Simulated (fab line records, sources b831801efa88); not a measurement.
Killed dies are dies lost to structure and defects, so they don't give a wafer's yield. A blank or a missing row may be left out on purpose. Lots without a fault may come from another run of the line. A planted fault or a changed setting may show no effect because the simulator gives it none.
Chamber matching | flow gf180mcu | GF_V2_CVD_02 on pecvd-01: 3 sister chambers
The step deposits SiO2 from TEOS, target thk 850 nm, time 94.851 s. 6 wafers are shown with their chamber, then 12 later ones without.

WAFERS WITH THEIR CHAMBER
wafer  | chamber | heater_power_w (W)
L088.1 | 0       | 589
L092.3 | 1       | 663
L092.4 | 2       | 792
L094.1 | 2       | 751
L094.2 | 0       | 653
L094.3 | 1       | 669

WAFERS WITHOUT THEIR CHAMBER
wafer  | heater_power_w (W)
L094.4 | 765
L094.5 | 693
L094.6 | 683
L095.3 | 626
L095.4 | 615
L095.6 | 661
L096.2 | 655
L096.4 | 706
L096.6 | 700
L097.3 | 707
L097.5 | 551
L097.6 | 560

WHICH CHAMBER EACH WENT THROUGH
wafer  | from the rows above          | in truth
L094.4 | 2                            | 2
L094.5 | can't be placed: 1 or 0 or 2 | 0
L094.6 | can't be placed: 1 or 0      | 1
L095.3 | can't be placed: 0 or 1      | 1
L095.4 | can't be placed: 0 or 1      | 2
L095.6 | can't be placed: 1 or 0      | 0
L096.2 | can't be placed: 1 or 0      | 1
L096.4 | can't be placed: 1 or 2 or 0 | 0
L096.6 | can't be placed: 1 or 2 or 0 | 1
L097.3 | can't be placed: 1 or 2 or 0 | 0
L097.5 | can't be placed: 0 or 1      | 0
L097.6 | can't be placed: 0 or 1      | 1
Placed correctly: 1 of 12. Can't be placed from these rows: 11 (the true chamber is among the candidates in 10). Placed wrongly: 0.
How it was worked out, from the rows above alone: a wafer's distance from a chamber is the root of the sum, over the readings, of the square of ((its reading less the chamber's mean) divided by the reading's scatter). The wafer belongs to the nearest chamber; if the next one is less than 2 further off, it can't be placed. A chamber's mean is the mean of its shown wafers. The scatter: the root of (the sum of the squares of (reading less its chamber's mean) over the shown wafers, divided by (wafers less chambers)).
